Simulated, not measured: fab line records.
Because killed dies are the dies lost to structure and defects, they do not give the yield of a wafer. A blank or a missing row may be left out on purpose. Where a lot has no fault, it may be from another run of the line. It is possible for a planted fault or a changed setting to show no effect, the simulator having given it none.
Which of the tools did it? | flow sky130 | 15 lots, 45 wafers sampled, at 6 steps of a route of 708

WHAT EACH GAUGE READ, for each wafer
SKY_PWDE_TW_MEAS_10. Usual: PWDE_TW typically reads 371, with standard deviation 4.3.
lot  | measured    | on            | PWDE_TW     | flag
L219 | day 3 20:34 | film-metro-01 | 368 367 367 |
L220 | day 4 04:25 | film-metro-04 | 374 376 374 |
L221 | day 4 06:14 | film-metro-03 | 372 370 373 |
L222 | day 4 14:20 | film-metro-04 | 373 375 376 |
L223 | day 4 20:57 | film-metro-01 | 366 363 365 |
L224 | day 5 01:32 | film-metro-04 | 375 376 376 |
L225 | day 5 03:50 | film-metro-01 | 366 364 364 |
L227 | day 5 15:42 | film-metro-03 | 30 30 30    | OFF
L228 | day 5 20:38 | film-metro-01 | 29 29 29    | OFF
L229 | day 6 03:16 | film-metro-01 | 30 29 30    | OFF
L237 | day 8 00:47 | film-metro-01 | 368 365 367 |
L238 | day 8 09:58 | film-metro-03 | 372 374 373 |
L239 | day 8 15:13 | film-metro-03 | 373 373 372 |
L240 | day 8 19:37 | film-metro-03 | 373 371 371 |
L241 | day 9 01:23 | film-metro-03 | 373 370 373 |

SKY_VT_ADJUST_HVTP_OVL_MEAS_08. Usual: VT_ADJUST_HVTP_OVL typically reads 1.4 nm, with standard deviation 1.7.
lot  | measured     | on         | VT_ADJUST_HVTP_OVL (nm) | flag
L219 | day 6 01:52  | overlay-01 | 5.3 3.2 3.2             |
L220 | day 6 09:43  | overlay-02 | 2.0 0.0 1.3             |
L221 | day 6 13:10  | overlay-01 | 3.1 3.3 4.9             |
L222 | day 6 21:18  | overlay-01 | 1.0 2.8 3.0             |
L223 | day 7 05:13  | overlay-01 | 2.7 0.5 1.9             |
L224 | day 7 11:15  | overlay-02 | 1.4 2.2 0.8             |
L225 | day 7 14:37  | overlay-02 | 0.9 1.1 0.7             |
L227 | day 8 02:07  | overlay-02 | 0.5 -1.3 -0.2           |
L228 | day 8 08:34  | overlay-01 | 2.7 1.1 -1.4            |
L229 | day 8 15:54  | overlay-02 | -1.4 0.6 -1.7           |
L237 | day 10 17:58 | overlay-02 | 4.3 5.4 2.1             |
L238 | day 11 04:55 | overlay-01 | 0.6 2.7 1.7             |
L239 | day 11 09:40 | overlay-02 | 0.9 -0.3 1.3            |
L240 | day 11 14:36 | overlay-02 | 1.4 -1.7 1.2            |
L241 | day 11 22:31 | overlay-01 | 2.0 3.6 2.2             |

WHICH TOOL RAN EACH LOT (tool, then ch and the chambers of the sampled wafers, then the start)
lot  | SKY_FIELD_ISO_ETCH_14             | SKY_DNWELL_STRIP_08                 | SKY_PWDE_STRIP_09                   | SKY_NWELL_STRIP_14
L219 | rie-diel-01 ch 0,1,2, day 2 05:30 | plasma-asher-02 ch 0,1, day 3 03:26 | plasma-asher-03 ch 0,1, day 3 20:28 | plasma-asher-04 ch 0,1, day 4 13:50
L220 | rie-diel-04 ch 0,1,2, day 2 10:54 | plasma-asher-02 ch 0,1, day 3 11:02 | plasma-asher-03 ch 0,1, day 4 04:19 | plasma-asher-03 ch 0,1, day 4 21:47
L221 | rie-diel-02 ch 0,2,3, day 2 14:51 | plasma-asher-02 ch 0,1, day 3 13:35 | plasma-asher-02 ch 0,1, day 4 06:08 | plasma-asher-03 ch 0,1, day 4 23:58
L222 | rie-diel-04 ch 1,2,3, day 2 20:51 | plasma-asher-04 ch 0,1, day 3 20:47 | plasma-asher-04 ch 0,1, day 4 14:14 | plasma-asher-04 ch 0,1, day 5 08:23
L223 | rie-diel-04 ch 2,3, day 3 02:09   | plasma-asher-02 ch 0,1, day 4 02:54 | plasma-asher-02 ch 0,1, day 4 20:50 | plasma-asher-03 ch 0,1, day 5 15:11
L224 | rie-diel-02 ch 1,2, day 3 06:51   | plasma-asher-01 ch 0,1, day 4 07:35 | plasma-asher-03 ch 0,1, day 5 01:26 | plasma-asher-03 ch 0,1, day 5 19:50
L225 | rie-diel-02 ch 0,2,3, day 3 11:39 | plasma-asher-02 ch 1, day 4 10:14   | plasma-asher-02 ch 0,1, day 5 03:44 | plasma-asher-04 ch 0,1, day 5 22:14
L227 | rie-diel-04 ch 1,2,3, day 3 22:46 | plasma-asher-02 ch 0,1, day 4 22:07 | plasma-asher-04 ch 0,1, day 5 15:37 | plasma-asher-03 ch 0,1, day 6 09:37
L228 | rie-diel-04 ch 0,1,3, day 4 03:45 | plasma-asher-04 ch 0,1, day 5 02:47 | plasma-asher-03 ch 0,1, day 5 20:33 | plasma-asher-01 ch 0,1, day 6 15:40
L229 | rie-diel-01 ch 0,3, day 4 08:33   | plasma-asher-02 ch 0,1, day 5 08:47 | plasma-asher-03 ch 0,1, day 6 03:10 | plasma-asher-04 ch 0,1, day 6 21:59
L237 | rie-diel-01 ch 0,1,2, day 6 02:24 | plasma-asher-04 ch 0,1, day 7 03:34 | plasma-asher-02 ch 0,1, day 8 00:42 | plasma-asher-01 ch 0,1, day 8 21:48
L238 | rie-diel-02 ch 0,1,2, day 6 08:24 | plasma-asher-02 ch 0,1, day 7 13:23 | plasma-asher-03 ch 0,1, day 8 09:52 | plasma-asher-01 ch 0,1, day 9 07:26
L239 | rie-diel-02 ch 1,3, day 6 12:39   | plasma-asher-02 ch 0,1, day 7 18:38 | plasma-asher-03 ch 0,1, day 8 15:07 | plasma-asher-04 ch 1, day 9 11:41
L240 | rie-diel-02 ch 0,2,3, day 6 20:40 | plasma-asher-04 ch 0,1, day 7 23:14 | plasma-asher-04 ch 0,1, day 8 19:31 | plasma-asher-04 ch 0,1, day 9 16:29
L241 | rie-diel-04 ch 0,2, day 7 02:33   | plasma-asher-01 ch 0,1, day 8 05:08 | plasma-asher-04 ch 0,1, day 9 01:17 | plasma-asher-03 ch 0,1, day 9 22:50
- SKY_FIELD_ISO_ETCH_14: etches BARC in N2/H2, stops on SiO2, time 45.9 s, target depth 60 nm.
- SKY_DNWELL_STRIP_08: strips in O2/N2.
- SKY_PWDE_STRIP_09: strips in O2/N2.
- SKY_NWELL_STRIP_14: strips in O2/N2.

WHAT THE TOOLS THEMSELVES READ (means of the sampled wafers that have a number; where no wafer has one, the mark that the record gives instead)
SKY_FIELD_ISO_ETCH_14. Usual: drypump-motor-current-A 5.8 A, standard deviation 0.5; h2-flow-sccm 200.0 sccm, standard deviation 0.55; oes-product-au 0.855 a.u., standard deviation 0.0049; throttle-valve-pct 13.223 %, standard deviation 0.0095.
lot  | tool        | drypump-motor-current-A (A) | h2-flow-sccm (sccm) | oes-product-au (a.u.) | throttle-valve-pct (%) | flag
L219 | rie-diel-01 | 6.1                         | 199.9               | 0.851                 | 13.223                 |
L220 | rie-diel-04 | 6.0                         | 200.1               | 0.851                 | 13.236                 |
L221 | rie-diel-02 | 5.4                         | 200.1               | 0.854                 | 13.223                 |
L222 | rie-diel-04 | 6.1                         | 200.3               | 0.851                 | 13.231                 |
L223 | rie-diel-04 | 6.6                         | 200.7               | 0.854                 | 13.232                 |
L224 | rie-diel-02 | 5.2                         | 199.9               | 0.858                 | 13.229                 |
L225 | rie-diel-02 | 5.4                         | 200.0               | 0.855                 | 13.229                 |
L227 | rie-diel-04 | 6.1                         | 200.1               | 0.857                 | 13.229                 |
L228 | rie-diel-04 | 5.8                         | 199.5               | 0.853                 | 13.236                 |
L229 | rie-diel-01 | 6.0                         | 200.2               | 0.852                 | 13.218                 |
L237 | rie-diel-01 | 6.1                         | 199.5               | 0.855                 | 13.216                 |
L238 | rie-diel-02 | 5.3                         | 200.4               | 0.850                 | 13.226                 |
L239 | rie-diel-02 | 5.0                         | 199.4               | 0.850                 | 13.221                 |
L240 | rie-diel-02 | 5.4                         | 200.1               | 0.858                 | 13.231                 |
L241 | rie-diel-04 | 6.2                         | 199.7               | 0.856                 | 13.222                 |

SKY_DNWELL_STRIP_08. Usual: chamber-pressure-mTorr 1500.0 mTorr, standard deviation 1.5; drypump-motor-current-A 5.8 A, standard deviation 0.53; oes-product-au 0.722 a.u., standard deviation 0.0046; strip-time-to-endpoint-s 36.91 s, standard deviation 0.099.
lot  | tool            | chamber-pressure-mTorr (mTorr) | drypump-motor-current-A (A) | oes-product-au (a.u.) | strip-time-to-endpoint-s (s) | flag
L219 | plasma-asher-02 | 1500.2                         | 5.4                         | 0.722                 | 36.90                        |
L220 | plasma-asher-02 | 1500.5                         | 5.8                         | 0.720                 | 36.72                        |
L221 | plasma-asher-02 | 1500.6                         | 5.4                         | 0.720                 | 37.03                        |
L222 | plasma-asher-04 | 1499.7                         | 6.2                         | 0.720                 | 36.97                        |
L223 | plasma-asher-02 | 1498.6                         | 5.8                         | 0.720                 | 36.85                        |
L224 | plasma-asher-01 | 1500.2                         | 5.6                         | 0.719                 | 36.92                        |
L225 | plasma-asher-02 | 1499.3                         | 6.2                         | 0.721                 | 37.02                        |
L227 | plasma-asher-02 | -                              | -                           | -                     | -                            | OFF
L228 | plasma-asher-04 | -                              | -                           | -                     | -                            | OFF
L229 | plasma-asher-02 | -                              | -                           | -                     | -                            | OFF
L237 | plasma-asher-04 | 1499.9                         | 6.2                         | 0.720                 | 37.00                        |
L238 | plasma-asher-02 | 1500.0                         | 5.4                         | 0.721                 | 36.99                        |
L239 | plasma-asher-02 | 1500.4                         | 5.8                         | 0.727                 | 36.97                        |
L240 | plasma-asher-04 | 1500.0                         | 6.3                         | 0.719                 | 36.78                        |
L241 | plasma-asher-01 | 1500.7                         | 5.7                         | 0.725                 | 36.90                        |

SKY_PWDE_STRIP_09. Usual: chamber-pressure-mTorr 1499.9 mTorr, standard deviation 1.4; drypump-motor-current-A 6.1 A, standard deviation 0.43; oes-product-au 0.723 a.u., standard deviation 0.0049; strip-time-to-endpoint-s 36.99 s, standard deviation 0.088.
lot  | tool            | chamber-pressure-mTorr (mTorr) | drypump-motor-current-A (A) | oes-product-au (a.u.) | strip-time-to-endpoint-s (s) | flag
L219 | plasma-asher-03 | 1498.5                         | 6.1                         | 0.721                 | 36.92                        |
L220 | plasma-asher-03 | 1498.7                         | 6.1                         | 0.719                 | 36.88                        |
L221 | plasma-asher-02 | 1499.9                         | 5.8                         | 0.725                 | 37.14                        |
L222 | plasma-asher-04 | 1500.8                         | 6.2                         | 0.725                 | 37.13                        |
L223 | plasma-asher-02 | 1500.8                         | 5.8                         | 0.722                 | 37.02                        |
L224 | plasma-asher-03 | 1499.9                         | 6.1                         | 0.720                 | 36.93                        |
L225 | plasma-asher-02 | 1501.1                         | 5.4                         | 0.725                 | 36.93                        |
L227 | plasma-asher-04 | 1499.3                         | 6.2                         | 0.736                 | 81.26                        | OFF
L228 | plasma-asher-03 | 1500.8                         | 6.3                         | 0.743                 | 81.37                        | OFF
L229 | plasma-asher-03 | 1501.0                         | 6.1                         | 0.748                 | 81.14                        | OFF
L237 | plasma-asher-02 | 1499.2                         | 5.8                         | 0.728                 | 36.96                        |
L238 | plasma-asher-03 | 1500.0                         | 6.3                         | 0.724                 | 37.01                        |
L239 | plasma-asher-03 | 1499.4                         | 6.3                         | 0.721                 | 37.06                        |
L240 | plasma-asher-04 | 1500.1                         | 6.2                         | 0.724                 | 36.89                        |
L241 | plasma-asher-04 | 1499.4                         | 6.2                         | 0.719                 | 36.91                        |

SKY_NWELL_STRIP_14. Usual: chamber-pressure-mTorr 1499.8 mTorr, standard deviation 1.4; drypump-motor-current-A 6.1 A, standard deviation 0.32; oes-product-au 0.722 a.u., standard deviation 0.0042; strip-time-to-endpoint-s 36.94 s, standard deviation 0.1.
lot  | tool            | chamber-pressure-mTorr (mTorr) | drypump-motor-current-A (A) | oes-product-au (a.u.) | strip-time-to-endpoint-s (s) | flag
L219 | plasma-asher-04 | 1501.6                         | 6.2                         | 0.723                 | 36.90                        |
L220 | plasma-asher-03 | 1498.8                         | 6.1                         | 0.721                 | 37.00                        |
L221 | plasma-asher-03 | 1499.9                         | 6.3                         | 0.721                 | 37.11                        |
L222 | plasma-asher-04 | 1500.0                         | 6.2                         | 0.720                 | 36.93                        |
L223 | plasma-asher-03 | 1500.0                         | 6.2                         | 0.725                 | 37.07                        |
L224 | plasma-asher-03 | 1499.0                         | 6.1                         | 0.721                 | 36.94                        |
L225 | plasma-asher-04 | 1499.8                         | 6.2                         | 0.721                 | 37.03                        |
L227 | plasma-asher-03 | 1500.0                         | 6.1                         | 0.721                 | 36.93                        |
L228 | plasma-asher-01 | 1500.7                         | 5.6                         | 0.726                 | 37.02                        |
L229 | plasma-asher-04 | 1500.1                         | 6.2                         | 0.721                 | 36.89                        |
L237 | plasma-asher-01 | 1500.0                         | 5.7                         | 0.723                 | 36.91                        |
L238 | plasma-asher-01 | 1500.2                         | 5.7                         | 0.722                 | 36.93                        |
L239 | plasma-asher-04 | 1500.9                         | 6.2                         | 0.726                 | 36.86                        |
L240 | plasma-asher-04 | 1499.8                         | 6.2                         | 0.723                 | 37.02                        |
L241 | plasma-asher-03 | 1501.6                         | 6.1                         | 0.721                 | 37.01                        |

THE ANSWER, worked out from the rows above alone
Rule: take the mean of a lot's wafers that have a number; if it is more than 3 standard deviations from the usual mean, the lot is off. A lot without any number at a reading at which 4 lots or more have one is off too. All remaining lots with rows at the step are treated as sound. After the gauges, taken in route order, come the tools' own readings; for these a lot's mean is taken, as printed above. The first step at which some lot is off is used, and at that step the reading that is off furthest; a lot without a number counts as furthest.
Off: at SKY_PWDE_TW_MEAS_10 (PWDE_TW), L227, L228, L229.
If a tool, at a process step before that reading, ran all the lots that are off and no sound lot after the first of them, it fits. The gauges at SKY_PWDE_TW_MEAS_10 aren't tried: what is off there is off at SKY_DNWELL_STRIP_08 too, on other tools, and a gauge's error can't cause that. Not one of the candidates tried fits.

WHAT THE SIMULATOR HAD INSERTED
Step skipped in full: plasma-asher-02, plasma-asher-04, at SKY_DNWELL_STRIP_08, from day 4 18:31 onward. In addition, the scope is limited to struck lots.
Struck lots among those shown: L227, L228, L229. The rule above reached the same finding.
